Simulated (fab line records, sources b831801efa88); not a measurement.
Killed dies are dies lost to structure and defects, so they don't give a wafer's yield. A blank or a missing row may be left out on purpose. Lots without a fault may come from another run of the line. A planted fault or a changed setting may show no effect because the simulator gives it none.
fab line records | flow sky130
record lots=11 wafers=32 last_day=50
route steps=708 shown METAL1@454 METAL2@483 PASSIVATION@692 PAD_OPEN@708
lots that met no fault: from a run of the same line without faults
start_h: hours from the record's first day to the start of the lot's first wafer shown | wait_h: hours since the lot's step before | " the same as in the row above | L1.1+2: a row that stands for several wafers | - no value, or no start given | * or withheld: withheld | < > ~ a bound
route shown NAME@n: a module of which the file shows steps, and the number in the route of the first | usual: mean/standard deviation of fault-free wafers | same: alike in all rows | chamber/n: place in a boat | sites: the reading at each site | _std_site: their standard deviation | _edge_site: outer sites' mean less inner sites' | radius_mm: how far each site lies from the wafer's centre | mask NAME#n: copy n | behind: the tool/chamber that last shaped the wafer | hold: why the lot was held/for how many hours/how that ended | device: the transistor (n, p or np) that didn't switch | end of line: the same wafers' tests at the end of the route | a step without rows: its recipe alone | killed: dies lost to structure and defects at the first sort, not the wafer's yield | map: a wafer's dies, x killed, . not, _ none there
set.NAME: the setting as run; set.NAME@STEP: as run at that earlier step | model.NAME: the simulator's own value behind a step, which no gauge read
steps of the route over a sample of lots; a table a step, a row a wafer
services: from which hour (start_h, from the record's first day; less than 0 if before it) a tool's chamber was out of use, for how many hours, and why
## steps
# step SKY_METAL1_STRIP_20
# recipe chemistry=O2/N2 power_w=1400 pressure_mtorr=1500 platen_temp_c=withheld o2_flow_sccm=3000 n2_flow_sccm=300 overash_fraction=0.5
# usual drypump_motor_current_A=5.6/0.58 n2_flow_sccm=300.0/0.97 oes_product_au=0.344/0.0044 strip_time_to_endpoint_s=2.713/0.03
# columns lot.wafer tool chamber start_h wait_h drypump_motor_current_A n2_flow_sccm oes_product_au rf_hours_counter_h strip_time_to_endpoint_s
L324.4 plasma_asher-03 0 760.61 0.1 6.7 299.6 0.346 - 2.697
L324.5 " 0 " " 6.7 299.1 0.345 - 2.730
L324.6 " 1 " " 5.9 300.1 0.344 - 2.706
L326.1 plasma_asher-03 1 775.96 0.1 5.9 299.0 0.344 61 2.721
L326.5 " 1 " " 5.9 298.1 0.343 - 2.677
L326.6 " 0 " " 6.7 299.4 0.346 - 2.716
L328.2 plasma_asher-03 0 790.59 0.1 6.7 300.1 0.343 63 2.683
L328.4 " 0 " " 6.6 301.6 0.346 - 2.658
L328.5 " 1 " " 5.9 298.4 0.346 - 2.706
L330.1 plasma_asher-04 0 814.56 0.1 5.0 298.0 0.343 99 2.767
L330.3 " 1 " " 5.3 300.5 0.350 - 2.751
L330.5 " 1 " " 5.3 299.9 0.345 - 2.721
L331.2 plasma_asher-03 1 820.41 0.1 5.9 300.9 0.340 66 2.708
L331.3 " 1 " " 5.9 301.2 0.346 - 2.713
L331.4 " 0 " " 6.6 301.1 0.341 - 2.674
L333.1 plasma_asher-04 0 837.77 0.1 5.0 299.5 0.343 101 2.724
L333.2 " 1 " " 5.3 299.1 0.343 101 2.714
L333.3 " 1 " " 5.3 300.0 0.344 - 2.754
L334.2 plasma_asher-04 0 840.39 0.1 5.0 301.5 0.351 102 2.754
L334.3 " 0 " " 5.0 302.2 0.344 - 2.751
L334.6 " 1 " " 5.3 300.1 0.343 - 2.733
L343.4 plasma_asher-04 1 905.65 0.1 5.3 302.4 0.340 - 2.746
L343.5 " 0 " " 5.0 297.9 0.345 - 2.696
L345.4 plasma_asher-04 1 924.09 0.1 5.3 300.5 0.343 - 2.691
L345.5 " 1 " " 5.3 300.6 0.343 - 2.715
L345.6 " 0 " " 5.0 297.7 0.339 - 2.728
L346.1 plasma_asher-04 0 931.26 0.1 5.0 299.4 0.352 111 2.696
L346.4 " 1 " " 5.3 301.5 0.342 - 2.692
L346.6 " 0 " " 5.0 299.2 0.337 - 2.699
L347.1 plasma_asher-03 0 933.84 0.1 6.7 300.8 0.344 77 2.716
L347.4 " 1 " " 5.9 299.2 0.342 - 2.627
L347.6 " 1 " " 5.9 300.4 0.349 - 2.694
# step SKY_METAL2_SPUTTER_00
# recipe material=Ti target_thk_nm=15 power_w=3000 time_s=10 chamber_pressure_pa=0.4
# usual throttle_valve_pct=30.2/0.91
# columns lot.wafer tool chamber start_h wait_h throttle_valve_pct
L324.4 pvd_sputter-01 - 790.68 0.1 31.2
L324.5 " - " " 30.0
L324.6 " - " " 29.5
L326.1 pvd_sputter-02 - 804.62 0.1 29.0
L326.5 " - " " 30.2
L326.6 " - " " 30.6
L328.2 pvd_sputter-01 - 820.70 0.1 31.1
L328.4 " - " " 29.8
L328.5 " - " " 29.2
L330.1 pvd_sputter-01 - 844.11 0.2 29.5
L330.3 " - " " 29.0
L330.5 " - " " 29.9
L331.2 pvd_sputter-02 - 849.73 0.2 29.9
L331.3 " - " " 30.8
L331.4 " - " " 29.1
L333.1 pvd_sputter-03 - 866.16 0.1 31.4
L333.2 " - " " 28.8
L333.3 " - " " 30.3
L334.2 pvd_sputter-01 - 868.95 0.1 29.8
L334.3 " - " " 29.0
L334.6 " - " " 31.2
L343.4 pvd_sputter-03 - 932.90 0.1 30.3
L343.5 " - " " 28.9
L345.4 pvd_sputter-02 - 951.44 0.2 29.0
L345.5 " - " " 30.3
L345.6 " - " " 29.2
L346.1 pvd_sputter-02 - 957.67 0.2 29.9
L346.4 " - " " 29.5
L346.6 " - " " 29.0
L347.1 pvd_sputter-03 - 959.94 0.2 30.3
L347.4 " - " " 30.3
L347.6 " - " " 31.2
# step SKY_METAL2_RS_MEAS_05
# recipe thk_meas_gauge=four-point-probe reads=TiN_of_METAL2_SPUTTER_04+Ti_of_METAL2_SPUTTER_03+AlCu_of_METAL2_SPUTTER_02+TiN_of_METAL2_SPUTTER_01+Ti_of_METAL2_SPUTTER_00
# usual METAL2_ALCU_RS=0.1270/0.0013
# columns lot.wafer tool chamber start_h wait_h METAL2_ALCU_RS[ohm/sq]
L324.4 film_metro-02 - 790.88 0.1 0.1247
L324.5 " - " " 0.1249
L324.6 " - " " 0.1241
L326.1 film_metro-04 - 804.76 0.0 0.1276
L326.5 " - " " 0.1270
L326.6 " - " " 0.1280
L328.2 film_metro-04 - 820.86 0.0 0.1263
L328.4 " - " " 0.1270
L328.5 " - " " 0.1280
L330.1 film_metro-03 - 844.25 0.0 0.1278
L330.3 " - " " 0.1291
L330.5 " - " " 0.1284
L331.2 film_metro-03 - 849.89 0.0 0.1265
L331.3 " - " " 0.1250
L331.4 " - " " 0.1246
L333.1 film_metro-02 - 866.30 0.0 0.1253
L333.2 " - " " 0.1269
L333.3 " - " " 0.1256
L334.2 film_metro-03 - 869.11 0.0 0.1268
L334.3 " - " " 0.1268
L334.6 " - " " 0.1264
L343.4 film_metro-02 - 933.10 0.1 0.1266
L343.5 " - " " 0.1267
L345.4 film_metro-03 - 951.64 0.1 0.1261
L345.5 " - " " 0.1255
L345.6 " - " " 0.1255
L346.1 film_metro-03 - 957.81 0.0 0.1274
L346.4 " - " " 0.1266
L346.6 " - " " 0.1270
L347.1 film_metro-02 - 960.08 0.0 0.1258
L347.4 " - " " 0.1265
L347.6 " - " " 0.1269
# step SKY_PASSIVATION_ETCH_11
# recipe chemistry=CF4/O2 target_depth_nm=725 stop_on=AlCu source_w=800 bias_w=150 pressure_mtorr=150 cf4_flow_sccm=80 O2_flow_sccm=10 time_s=161.1
# usual O2_flow_sccm=10.00/0.033 drypump_motor_current_A=5.8/0.46 oes_product_au=0.979/0.0064 run_length_s=189.6/0.47 throttle_valve_pct=5.964/0.0093
# columns lot.wafer tool chamber start_h wait_h O2_flow_sccm drypump_motor_current_A oes_product_au rf_hours_counter_h run_length_s throttle_valve_pct
L324.4 rie_diel-03 0 1050.58 - 10.00 4.8 0.980 1 189.5 5.965
L324.5 " 2 " " 10.04 6.0 0.989 - 189.5 5.943
L324.6 " 1 " " 9.94 5.7 0.995 - 189.8 5.964
L326.1 rie_diel-03 3 1060.17 - 10.01 5.9 0.972 10 190.3 5.956
L326.5 " 0 " " 9.91 4.8 0.976 - 189.6 5.959
L326.6 " 3 " " 10.01 5.8 0.978 - 190.1 5.979
L328.2 rie_diel-03 2 1073.47 - 10.01 5.9 0.972 12 189.4 5.966
L328.4 " 3 " " 9.97 5.9 0.976 11 190.5 5.971
L328.5 " 2 " " 9.99 6.0 0.975 - 189.0 5.956
L330.1 rie_diel-01 3 1092.37 - 9.99 6.4 0.977 11 189.7 5.961
L330.3 " 2 " " 10.02 6.2 0.968 14 188.6 5.938
L330.5 " 0 " " 10.05 6.2 0.984 - 190.0 5.963
L331.2 rie_diel-03 3 1096.62 - 10.01 5.9 0.968 11 189.9 5.961
L331.3 " 2 " " 9.99 6.0 0.967 12 188.9 5.967
L331.4 " 0 " " 10.00 4.8 0.980 3 189.5 5.964
L333.1 rie_diel-01 0 1110.12 - 10.00 6.2 0.972 7 189.6 5.958
L333.2 " 3 " " 9.98 6.4 0.971 12 190.2 5.958
L333.3 " 1 " " 10.01 5.3 0.979 19 190.2 5.978
L334.2 rie_diel-03 2 1111.47 - 10.03 5.9 0.989 13 189.1 5.965
L334.3 " 0 " " 9.99 4.8 0.980 3 189.8 5.963
L334.6 " 3 " " 9.98 5.9 0.989 - 190.0 5.974
L343.4 rie_diel-01 0 1160.87 - 9.99 6.2 0.971 9 190.2 5.961
L343.5 " 0 " " 10.01 6.3 0.995 - 181.1 5.969
L345.4 rie_diel-02 1 1173.17 - 10.02 5.2 0.988 17 190.0 5.967
L345.5 " 3 " " 10.00 6.1 0.983 - 189.0 5.970
L345.6 " 0 " " 9.97 6.0 0.979 - 189.9 5.963
L346.1 rie_diel-03 0 1177.12 - 9.96 4.8 0.976 6 189.5 5.967
L346.4 " 3 " " 10.03 5.9 0.978 15 190.0 5.968
L346.6 " 1 " " 10.01 5.7 0.990 - 189.6 5.973
L347.1 rie_diel-02 1 1178.88 - 9.99 5.2 0.982 18 190.2 5.973
L347.4 " 0 " " 9.94 6.0 0.978 14 190.4 5.957
L347.6 " 0 " " 9.94 6.0 0.985 - 190.3 5.952
# step SKY_PAD_OPEN_PROBE_99
# usual defect_limited_yield=82.8/2 killed_at_M0_to_M3=42/7.3 killed_at_M4_up=3.2/1.8 killed_at_contacts=25/5.2 killed_at_front_end=15/4.6 killed_at_other=0.3/0.62 killed_dies=85/9.9 killed_open=46/7.1 killed_short=38/5.7 sort_bin_3_pad_short=0.9/0.42 sort_bin_5_function=10.0/1.5 sort_bin_6_memory=6.3/1.2 sort_n_pass=407/9.9 sort_yield_pct=82.8/2
# same gross_dies=492 killed_at_back_side=0 sort_bin_4_leakage[%]=0 sort_bin_8_speed[%]=0
# columns lot.wafer tool chamber start_h wait_h hold defect_limited_yield[%] killed_at_M0_to_M3 killed_at_M4_up killed_at_contacts killed_at_front_end killed_at_other killed_dies killed_open killed_short sort_bin_3_pad_short[%] sort_bin_5_function[%] sort_bin_6_memory[%] sort_n_pass sort_yield_pct[%]
L324.4 prober-01 - 1073.87 0.2 - 82.5 40 1 25 20 0 86 43 43 1.2 9.8 6.5 406 82.5
L324.5 prober-01 - 1073.92 0.2 - 80.9 47 1 30 16 0 94 51 43 0.8 11.2 7.1 398 80.9
L324.6 prober-01 - 1073.97 0.2 - 81.9 41 1 28 19 0 89 49 40 0.2 11.0 6.9 403 81.9
L326.1 prober-01 - 1083.82 0.1 - 80.9 48 4 31 11 0 94 50 44 1.8 10.6 6.7 398 80.9
L326.5 prober-01 - 1084.02 0.2 - 78.9 58 2 26 18 0 104 59 45 1.4 11.6 8.1 388 78.9
L326.6 prober-01 - 1084.07 0.2 - 79.7 53 2 25 20 0 100 56 44 1.0 10.4 8.9 392 79.7
L328.2 prober-02 - 1096.09 0.1 - 82.1 54 0 19 15 0 88 44 44 1.4 11.4 5.1 404 82.1
L328.4 prober-02 - 1096.19 0.2 - 81.3 49 3 25 13 2 92 49 41 1.2 11.8 5.7 400 81.3
L328.5 prober-02 - 1096.24 0.2 - 82.7 48 4 24 7 2 85 36 47 1.6 10.2 5.5 407 82.7
L330.1 prober-02 - 1115.89 0.1 - 80.7 56 4 19 16 0 95 49 46 0.2 13.0 6.1 397 80.7
L330.3 prober-02 - 1115.99 0.2 - 81.5 55 3 21 12 0 91 55 36 1.0 11.8 5.7 401 81.5
L330.5 prober-02 - 1116.09 0.2 - 81.3 46 4 27 14 1 92 54 38 0.8 9.6 8.3 400 81.3
L331.2 prober-01 - 1118.97 0.1 - 81.3 41 6 30 15 0 92 48 44 1.0 9.6 8.1 400 81.3
L331.3 prober-01 - 1119.02 0.2 - 84.6 38 2 23 13 0 76 43 33 1.2 8.5 5.7 416 84.6
L331.4 prober-01 - 1119.07 0.2 - 83.3 32 5 29 16 0 82 51 30 0.6 8.7 7.3 410 83.3
L333.1 prober-01 - 1132.22 0.1 - 79.9 44 6 28 21 0 99 56 43 0.4 12.0 7.7 393 79.9
L333.2 prober-01 - 1132.27 0.1 - 81.7 43 4 29 14 0 90 47 43 0.4 11.6 6.3 402 81.7
L333.3 prober-01 - 1132.32 0.2 - 83.1 42 3 29 9 0 83 34 49 0.6 10.0 6.3 409 83.1
L334.2 prober-02 - 1133.51 0.1 - 83.1 46 3 27 7 0 83 42 41 1.2 9.1 6.5 409 83.1
L334.3 prober-02 - 1133.56 0.2 - 81.1 54 5 24 9 1 93 48 45 0.8 10.8 7.3 399 81.1
L334.6 prober-02 - 1133.71 0.2 - 83.1 50 4 20 9 0 83 55 28 1.0 10.2 5.7 409 83.1
L343.4 prober-01 - 1180.74 0.2 await_dispo/3.6h/release 83.5 35 3 23 20 0 81 43 38 0.8 10.2 5.5 411 83.5
L343.5 prober-01 - 1180.79 0.2 await_dispo/3.6h/release 83.9 40 4 20 14 1 79 42 35 0.6 9.1 6.3 413 83.9
L345.4 prober-01 - 1191.82 0.2 - 84.1 40 2 19 17 0 78 46 32 1.2 8.7 5.9 414 84.1
L345.5 prober-01 - 1191.87 0.2 - 80.7 43 3 31 18 0 95 51 44 1.0 11.6 6.7 397 80.7
L345.6 prober-01 - 1191.92 0.2 - 83.3 35 2 26 18 1 82 49 33 0 10.8 5.9 410 83.3
L346.1 prober-02 - 1195.64 0.1 - 84.1 35 1 26 13 3 78 41 36 0.6 8.7 6.5 414 84.1
L346.4 prober-02 - 1195.79 0.2 - 85.0 32 2 19 20 1 74 39 34 1.2 10.4 3.5 418 85.0
L346.6 prober-02 - 1195.89 0.2 - 80.1 48 5 20 23 2 98 53 44 1.2 9.6 9.1 394 80.1
L347.1 prober-01 - 1197.05 0.1 - 81.7 40 4 31 15 0 90 55 35 0.6 9.8 7.9 402 81.7
L347.4 prober-01 - 1197.20 0.2 - 79.9 53 6 24 16 0 99 51 48 0.6 12.4 7.1 393 79.9
L347.6 prober-01 - 1197.30 0.2 - 79.5 52 4 27 18 0 101 52 49 1.2 9.6 9.8 391 79.5
# killed by level:class
L324.4 METAL2:geometric_particle:short=9 LI_CONTACT:geometric_particle:open=8 CONTACT:geometric_particle:open=8 VIA3:geometric_particle:short=7 VIA1:geometric_particle:open=6 FIELD_ISO:geometric_particle:open=5 POLY_GATE:geometric_particle:short=5 METAL1:geometric_particle:short=4
L324.5 CONTACT:geometric_particle:open=15 VIA1:geometric_particle:open=12 POLY_GATE:geometric_particle:short=6 METAL2:geometric_particle:short=6 CONTACT:geometric_particle:short=5 METAL1:geometric_particle:short=5 VIA2:geometric_particle:open=5 VIA3:geometric_particle:open=5
L324.6 LI_CONTACT:geometric_particle:open=9 CONTACT:geometric_particle:open=9 VIA2:geometric_particle:open=7 FIELD_ISO:geometric_particle:short=6 VIA1:geometric_particle:open=6 VIA3:geometric_particle:open=6 LOCAL_INTERCONNECT:geometric_particle:short=5 VIA3:geometric_particle:short=5
L326.1 VIA1:geometric_particle:open=15 CONTACT:geometric_particle:open=9 CONTACT:geometric_particle:short=8 VIA2:geometric_particle:open=6 VIA3:geometric_particle:open=6 LI_CONTACT:geometric_particle:open=5 FIELD_ISO:geometric_particle:short=4 LI_CONTACT:geometric_particle:short=4
L326.5 VIA1:geometric_particle:open=16 VIA3:geometric_particle:open=9 VIA1:geometric_particle:short=8 CONTACT:geometric_particle:open=7 CONTACT:geometric_particle:short=7 LI_CONTACT:geometric_particle:open=6 METAL2:geometric_particle:open=6 POLY_GATE:geometric_particle:open=5
L326.6 CONTACT:geometric_particle:open=13 VIA1:geometric_particle:open=12 POLY_GATE:geometric_particle:open=7 VIA2:geometric_particle:open=7 CONTACT:geometric_particle:short=7 METAL1:geometric_particle:short=6 VIA3:geometric_particle:short=6 VIA1:geometric_particle:short=6
L328.2 CONTACT:geometric_particle:open=12 VIA1:geometric_particle:open=11 METAL1:geometric_particle:short=8 VIA1:geometric_particle:short=8 FIELD_ISO:geometric_particle:short=6 VIA3:geometric_particle:open=6 VIA3:geometric_particle:short=4 VIA2:geometric_particle:short=4
L328.4 VIA1:geometric_particle:open=12 VIA2:geometric_particle:open=11 LI_CONTACT:geometric_particle:open=7 CONTACT:geometric_particle:open=7 METAL2:geometric_particle:short=6 LOCAL_INTERCONNECT:geometric_particle:short=5 VIA1:geometric_particle:short=5 FIELD_ISO:geometric_particle:open=4
L328.5 METAL2:geometric_particle:short=8 LI_CONTACT:geometric_particle:open=7 METAL1:geometric_particle:short=7 VIA1:geometric_particle:short=6 VIA1:geometric_particle:open=6 LOCAL_INTERCONNECT:geometric_particle:short=5 CONTACT:geometric_particle:open=5 VIA3:geometric_particle:open=5
L330.1 VIA1:geometric_particle:open=11 VIA2:geometric_particle:short=10 METAL1:geometric_particle:short=8 VIA3:geometric_particle:open=8 VIA2:geometric_particle:open=7 POLY_GATE:geometric_particle:open=6 METAL2:geometric_particle:short=6 CONTACT:geometric_particle:open=5
L330.3 VIA1:geometric_particle:open=11 CONTACT:geometric_particle:open=10 VIA2:geometric_particle:open=10 VIA3:geometric_particle:open=9 VIA2:geometric_particle:short=6 LI_CONTACT:geometric_particle:open=5 CONTACT:geometric_particle:short=5 VIA1:geometric_particle:short=5
L330.5 CONTACT:geometric_particle:open=14 LI_CONTACT:geometric_particle:open=7 VIA1:geometric_particle:short=7 VIA3:geometric_particle:open=7 VIA1:geometric_particle:open=6 METAL2:geometric_particle:short=5 VIA2:geometric_particle:open=5 FIELD_ISO:geometric_particle:open=4
L331.2 VIA1:geometric_particle:open=16 CONTACT:geometric_particle:short=8 CONTACT:geometric_particle:open=8 LI_CONTACT:geometric_particle:open=7 VIA1:geometric_particle:short=5 LI_CONTACT:geometric_particle:short=4 METAL1:geometric_particle:short=4 METAL4:geometric_particle:short=4
L331.3 VIA1:geometric_particle:open=10 CONTACT:geometric_particle:open=9 LI_CONTACT:geometric_particle:open=7 METAL1:geometric_particle:short=7 FIELD_ISO:geometric_particle:short=6 VIA2:geometric_particle:open=6 CONTACT:geometric_particle:short=4 VIA2:geometric_particle:short=4
L331.4 CONTACT:geometric_particle:open=14 VIA3:geometric_particle:open=9 FIELD_ISO:geometric_particle:short=7 LI_CONTACT:geometric_particle:open=7 VIA1:geometric_particle:open=6 FIELD_ISO:geometric_particle:open=5 CONTACT:geometric_particle:short=5 VIA2:geometric_particle:open=5
L333.1 VIA1:geometric_particle:open=13 CONTACT:geometric_particle:open=9 METAL1:geometric_particle:short=8 FIELD_ISO:geometric_particle:open=6 LI_CONTACT:geometric_particle:open=6 VIA2:geometric_particle:open=6 POLY_GATE:geometric_particle:short=5 VIA3:geometric_particle:open=5
L333.2 LI_CONTACT:geometric_particle:open=9 CONTACT:geometric_particle:open=9 VIA2:geometric_particle:open=8 VIA2:geometric_particle:short=7 VIA3:geometric_particle:open=7 VIA1:geometric_particle:short=6 POLY_GATE:geometric_particle:open=6 LOCAL_INTERCONNECT:geometric_particle:short=6
L333.3 VIA1:geometric_particle:open=11 CONTACT:geometric_particle:open=10 LOCAL_INTERCONNECT:geometric_particle:short=8 METAL2:geometric_particle:short=8 CONTACT:geometric_particle:short=7 METAL1:geometric_particle:short=6 VIA1:geometric_particle:short=5 VIA2:geometric_particle:open=5
L334.2 CONTACT:geometric_particle:open=14 VIA1:geometric_particle:open=9 VIA1:geometric_particle:short=7 METAL1:geometric_particle:short=6 LI_CONTACT:geometric_particle:open=5 LOCAL_INTERCONNECT:geometric_particle:short=5 VIA3:geometric_particle:open=5 METAL2:geometric_particle:short=4
L334.3 VIA1:geometric_particle:open=15 METAL1:geometric_particle:short=9 LI_CONTACT:geometric_particle:open=7 LI_CONTACT:geometric_particle:short=6 CONTACT:geometric_particle:open=5 VIA1:geometric_particle:short=5 VIA3:geometric_particle:short=4 VIA2:geometric_particle:short=4
L334.6 VIA1:geometric_particle:open=19 CONTACT:geometric_particle:open=7 VIA3:geometric_particle:open=7 POLY_GATE:geometric_particle:open=5 VIA2:geometric_particle:open=5 LI_CONTACT:geometric_particle:open=4 LOCAL_INTERCONNECT:geometric_particle:short=3 METAL1:geometric_particle:short=3
L343.4 CONTACT:geometric_particle:open=10 VIA1:geometric_particle:open=7 FIELD_ISO:geometric_particle:open=6 VIA3:geometric_particle:open=6 POLY_GATE:geometric_particle:open=5 LOCAL_INTERCONNECT:geometric_particle:short=5 CONTACT:geometric_particle:short=4 METAL2:geometric_particle:short=4
L343.5 VIA1:geometric_particle:open=9 METAL2:geometric_particle:short=8 VIA3:geometric_particle:open=6 CONTACT:geometric_particle:open=5 POLY_GATE:geometric_particle:open=4 LOCAL_INTERCONNECT:geometric_particle:open=4 LOCAL_INTERCONNECT:geometric_particle:short=4 METAL1:geometric_particle:open=4
L345.4 VIA1:geometric_particle:open=12 METAL2:geometric_particle:short=6 FIELD_ISO:geometric_particle:short=5 VIA3:geometric_particle:open=5 LI_CONTACT:geometric_particle:open=5 CONTACT:geometric_particle:open=5 VIA2:geometric_particle:open=5 CONTACT:geometric_particle:short=4
L345.5 CONTACT:geometric_particle:open=15 VIA1:geometric_particle:open=12 FIELD_ISO:geometric_particle:short=8 VIA2:geometric_particle:open=8 LI_CONTACT:geometric_particle:open=6 CONTACT:geometric_particle:short=5 METAL2:geometric_particle:short=5 VIA3:geometric_particle:short=5
L345.6 VIA1:geometric_particle:open=11 CONTACT:geometric_particle:open=8 FIELD_ISO:geometric_particle:open=7 VIA2:geometric_particle:open=7 LI_CONTACT:geometric_particle:open=6 LOCAL_INTERCONNECT:geometric_particle:short=6 VIA3:geometric_particle:open=4 FIELD_ISO:geometric_particle:short=3
L346.1 CONTACT:geometric_particle:open=11 VIA1:geometric_particle:open=11 VIA3:geometric_particle:short=6 VIA2:geometric_particle:open=5 CONTACT:geometric_particle:short=5 LOCAL_INTERCONNECT:geometric_particle:short=5 POLY_GATE:geometric_particle:short=4 FIELD_ISO:geometric_particle:short=3
L346.4 CONTACT:geometric_particle:open=8 VIA1:geometric_particle:open=8 FIELD_ISO:geometric_particle:short=6 VIA1:geometric_particle:short=6 POLY_GATE:geometric_particle:short=5 LI_CONTACT:geometric_particle:open=5 POLY_GATE:geometric_particle:open=4 VIA2:geometric_particle:open=4
L346.6 VIA1:geometric_particle:open=14 FIELD_ISO:geometric_particle:open=7 CONTACT:geometric_particle:open=7 VIA2:geometric_particle:short=7 VIA1:geometric_particle:short=7 LI_CONTACT:geometric_particle:open=5 METAL1:geometric_particle:short=5 VIA2:geometric_particle:open=5
L347.1 CONTACT:geometric_particle:open=15 VIA1:geometric_particle:open=11 LI_CONTACT:geometric_particle:open=7 METAL1:geometric_particle:short=7 METAL2:geometric_particle:short=7 CONTACT:geometric_particle:short=6 VIA3:geometric_particle:open=6 FIELD_ISO:geometric_particle:open=4
L347.4 VIA1:geometric_particle:open=13 CONTACT:geometric_particle:open=10 VIA2:geometric_particle:open=10 VIA1:geometric_particle:short=9 METAL1:geometric_particle:short=6 POLY_GATE:geometric_particle:short=5 LOCAL_INTERCONNECT:geometric_particle:short=5 FIELD_ISO:geometric_particle:short=4
L347.6 VIA1:geometric_particle:open=15 CONTACT:geometric_particle:open=11 LI_CONTACT:geometric_particle:open=9 VIA1:geometric_particle:short=9 METAL2:geometric_particle:short=8 POLY_GATE:geometric_particle:short=7 VIA3:geometric_particle:open=5 FIELD_ISO:geometric_particle:short=4
## services
# columns tool chamber start_h hours kind
rie_diel-03 3 750.63 8.4 repair
plasma_asher-03 - 755.00 0.6 repair
rie_diel-01 - 789.52 0.8 repair
rie_diel-01 - 791.56 14.6 pm
pvd_sputter-02 - 809.17 0.7 repair
rie_diel-01 0 838.88 2.8 repair
rie_diel-03 - 867.89 2.8 pm
rie_diel-03 3 879.13 7.8 repair
pvd_sputter-02 - 880.44 0.7 repair
rie_diel-03 2 881.40 19.5 repair
rie_diel-01 3 898.44 33.1 repair
pvd_sputter-01 - 910.63 2.9 repair
pvd_sputter-01 - 912.49 22.8 repair
rie_diel-03 1 927.38 10.7 repair
plasma_asher-04 - 939.21 2.8 pm
rie_diel-03 - 979.83 14.6 pm
rie_diel-03 1 1001.26 4.1 repair
plasma_asher-03 - 1012.13 1.5 repair
pvd_sputter-01 - 1015.43 6.1 repair
plasma_asher-03 - 1021.01 2.1 repair
rie_diel-03 0 1032.71 12.4 repair
plasma_asher-04 - 1055.25 9.0 pm
rie_diel-03 - 1085.92 0.2 repair
plasma_asher-04 - 1151.30 10.8 repair
## key
first_sign step=SKY_PASSIVATION_ETCH_11 reading=run_length_s direction=down sigmas=18 usual=* struck=*
effect none on later readings
met_at SKY_PASSIVATION_ETCH_11
struck_lots L343
struck_wafers L343.5
not_acting_at SKY_METAL1_STRIP_20,SKY_METAL2_SPUTTER_00,SKY_METAL2_RS_MEAS_05
onset_between 1110.12 1160.87
fault kind=process_parameter_drift tool=rie_diel-01 chamber=- onset_h=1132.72 steps=SKY_PASSIVATION_ETCH_11 channel=time_s offset=* shape=step end_h=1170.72 scope=struck_wafers_only acts_in=* stated=*
